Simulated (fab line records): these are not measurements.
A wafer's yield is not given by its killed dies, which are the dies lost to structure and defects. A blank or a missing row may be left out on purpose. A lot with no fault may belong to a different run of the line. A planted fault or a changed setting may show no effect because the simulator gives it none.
The same fault as seen by 2 desks | flow gf180mcu | each desk holds nothing but its own numbers, with what lay behind them at the end

## FOR THE TOOL OWNER'S DESK: litho track-03
The tool's own readings at GF_NWELL_DEVELOP_06 (develop time 60 s): means of the sampled wafers that have a number, for each lot that ran on this tool. Marked OUT: a lot whose mean sits more than 4 standard deviations from the usual mean, which makes it out of limits; the brackets give that distance.
Columns: A = developer temp C at GF_NWELL_DEVELOP_06, usual 22.96 C; B = exhaust pa at GF_NWELL_DEVELOP_06, usual 45.0 Pa
lot  | first seen here | A                | B
L788 | day 3 09:00     | 23.06            | 45.2
L796 | day 5 04:00     | 22.89            | 44.3
L800 | day 6 01:00     | 22.01 (-9.8) OUT | 43.8
L803 | day 6 17:00     | 22.01 (-9.8) OUT | 44.6
L804 | day 6 23:00     | 22.08 (-9.0) OUT | 44.3
This desk's finding: out of limits on L800, L803, L804; first on L800, day 6 01:00 (developer temp C at GF_NWELL_DEVELOP_06). Within limits: L788, L796.

## FROM THE METROLOGY DESK
What the gauges read for every lot (on any tool): the sampled wafers with a number, averaged. Marked OUT: a lot whose mean sits more than 4 standard deviations from the usual mean, which makes it out of limits; the brackets give that distance.
Columns: A = VT_IMPLANT_OVL at GF_VT_IMPLANT_OVL_MEAS_07, usual 2.0 nm; B = VT_IMPLANT_3_TW at GF_VT_IMPLANT_TW_MEAS_32, usual 275
lot  | first seen here | A   | B
L788 | day 5 17:52     | 3.1 | 282
L789 | day 5 20:54     | 1.2 | 274
L790 | day 6 09:37     | 1.9 | 271
L791 | day 6 09:55     | 0.7 | 270
L792 | day 6 18:10     | 0.7 | 273
L793 | day 6 21:03     | 1.9 | 279
L794 | day 7 03:22     | 2.6 | 273
L796 | day 7 17:40     | 2.1 | 274
L800 | day 8 17:07     | 2.6 | 280
L803 | day 9 11:05     | 2.0 | 280
L804 | day 9 17:48     | 2.3 | 266
L805 | day 10 01:37    | 0.7 | 272
L808 | day 10 16:04    | 5.1 | 278
L809 | day 11 03:28    | 2.5 | 272
L811 | day 11 12:30    | 3.3 | 279
This desk found nothing out of limits on any of the 15 lots.

## PUT TOGETHER
At day 6 01:00, on L800, L803, L804, the tool owner's desk was in a position to raise an alarm.
From the metrology desk's view, nothing was out of limits.
The metrology desk has L800, L803, L804 on record, within its limits.
The lots listed all ran GF_NWELL_DEVELOP_06 on litho track-03.

## WHAT THE SIMULATOR PUT IN
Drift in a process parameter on litho track-03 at GF_NWELL_DEVELOP_06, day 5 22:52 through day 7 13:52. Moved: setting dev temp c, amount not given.
Lots struck among those shown: L800, L803, L804.
Each desk's first reading out of limits, in hours after the fault started: the tool owner's desk, 2.
